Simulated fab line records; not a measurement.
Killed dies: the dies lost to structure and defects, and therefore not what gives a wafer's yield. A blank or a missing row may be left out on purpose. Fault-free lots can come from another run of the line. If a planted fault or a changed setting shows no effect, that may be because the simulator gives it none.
Which of the tools did it? -- flow sky130 -- 13 lots with 39 wafers sampled at 4 steps, on a route of 708 steps

## WHAT THE GAUGES SHOWED, per wafer
SKY_POLY_GATE_THK_MEAS_04.
lot,measured,on,POLY_GATE_CVD_03_THK (nm)
L488,day 15 14:58,film_metro-02,75.5 75.9 75.6
L489,day 15 20:03,film_metro-02,75.7 75.7 75.9
L490,day 16 06:13,film_metro-02,75.3 75.3 74.7
L491,day 16 16:52,film_metro-02,75.1 74.8 74.8
L492,day 17 00:08,film_metro-03,75.9 75.5 75.3
L493,day 17 05:08,film_metro-02,74.0 73.6 74.4
L494,day 17 08:19,film_metro-04,74.9 74.9 74.5
L496,day 18 06:19,film_metro-04,74.6 74.3 73.8
L499,day 19 18:21,film_metro-03,75.4 76.6 75.6
L501,day 21 16:03,film_metro-04,75.0 75.5 75.2
L506,day 22 02:39,film_metro-02,76.1 76.8 76.2
L507,day 22 17:24,film_metro-04,76.8 76.7 76.2
L509,day 24 00:04,film_metro-02,76.3 75.8 76.1

SKY_SD_N_RS_MEAS_16: a four-point-probe measurement.
lot,measured,on,SD_N_RS (ohm/sq)
L488,day 28 23:12,film_metro-02,68.14 68.33 68.46
L489,day 28 23:31,film_metro-03,68.62 68.47 68.44
L490,day 28 22:53,film_metro-04,68.35 68.55 68.69
L491,day 29 09:47,film_metro-04,68.67 68.52 68.53
L492,day 29 13:29,film_metro-04,68.35 68.41 68.34
L493,day 29 21:32,film_metro-02,65.82 65.77 65.78
L494,day 29 22:44,film_metro-02,68.44 68.56 68.55
L496,day 30 20:46,film_metro-04,65.87 65.80 65.87
L499,day 32 02:31,film_metro-02,68.56 68.54 68.35
L501,day 33 20:16,film_metro-02,65.91 65.94 65.93
L506,day 34 04:50,film_metro-02,68.35 68.41 68.51
L507,day 34 17:55,film_metro-02,68.43 68.38 68.47
L509,day 35 22:10,film_metro-02,68.62 68.46 68.58

SKY_VIA1_THK_MEAS_01.
lot,measured,on,VIA1_HDPCVD_THK (nm)
L488,day 33 20:26,film_metro-04,1025 1030 1035
L489,day 33 20:38,film_metro-04,1039 1036 1046
L490,day 33 19:23,film_metro-02,1036 1036 1048
L491,day 34 06:52,film_metro-02,1040 1049 1038
L492,day 34 09:39,film_metro-04,1044 1038 1044
L493,day 34 17:20,film_metro-04,1044 1047 1029
L494,day 34 18:45,film_metro-02,1050 1033 1034
L496,day 35 14:53,film_metro-03,1028 1037 1052
L499,day 36 19:22,film_metro-03,1038 1028 1046
L501,day 38 13:01,film_metro-03,1033 1035 1039
L506,day 38 20:38,film_metro-04,1030 1036 1032
L507,day 39 08:38,film_metro-04,1039 1042 1032
L509,day 40 10:35,film_metro-02,1042 1039 1020

## TOOL THAT RAN EACH LOT (tool first, then ch and the chambers of the sampled wafers, then the start)
lot,SKY_SD_N_IMPLANT_10
L488,"implanter-01 ch 0, day 28 22:40"
L489,"implanter-03 ch 0, day 28 22:56"
L490,"implanter-02 ch 0, day 28 22:22"
L491,"implanter-02 ch 0, day 29 09:16"
L492,"implanter-03 ch 0, day 29 12:56"
L493,"implanter-02 ch 0, day 29 20:38"
L494,"implanter-01 ch 0, day 29 22:13"
L496,"implanter-01 ch 0, day 30 19:56"
L499,"implanter-03 ch 0, day 32 01:59"
L501,"implanter-03 ch 0, day 33 19:25"
L506,"implanter-01 ch 0, day 34 04:16"
L507,"implanter-03 ch 0, day 34 17:14"
L509,"implanter-01 ch 0, day 35 21:35"
- SKY_SD_N_IMPLANT_10

## AS READ BY THE TOOLS THEMSELVES (means over the sampled wafers that have a number; for cases with no such wafer, the mark the record gives instead)
The record holds no such reading with a usual standard deviation.

## THE ANSWER, worked out from the rows above alone
Rule: the usual values come from the lots themselves. Put in order of their means at a reading, lots are off if they are a third of the lots or fewer, leave a main group of 4 or more, and stand apart from it by a gap of 3 or more times the standard deviation of the main group's means; of several such gaps the widest counts. A main group is skipped when, at the precision printed for the reading in the tables above, its means are all equal. Also off: a lot with no number at a reading for which 4 or more lots have one. The other lots that the step has rows for count as sound. First the gauges in route order, then the tools' own readings, where a lot's mean is used as printed above. The first step at which some lot is off is used, and at that step the reading that is off furthest; a lot without a number counts as furthest.
Off: L493, L496, L501, seen at SKY_SD_N_RS_MEAS_16 (SD_N_RS). The main group has a mean of 68.47 ohm/sq with a standard deviation of 0.081.
If a tool, at a process step before that reading, ran all the lots that are off and no sound lot after the first of them, it fits. Those tools and the gauges at SKY_SD_N_RS_MEAS_16 are tried in the same way. None of those tried fits.

## WHAT THE SIMULATOR HAD INSERTED
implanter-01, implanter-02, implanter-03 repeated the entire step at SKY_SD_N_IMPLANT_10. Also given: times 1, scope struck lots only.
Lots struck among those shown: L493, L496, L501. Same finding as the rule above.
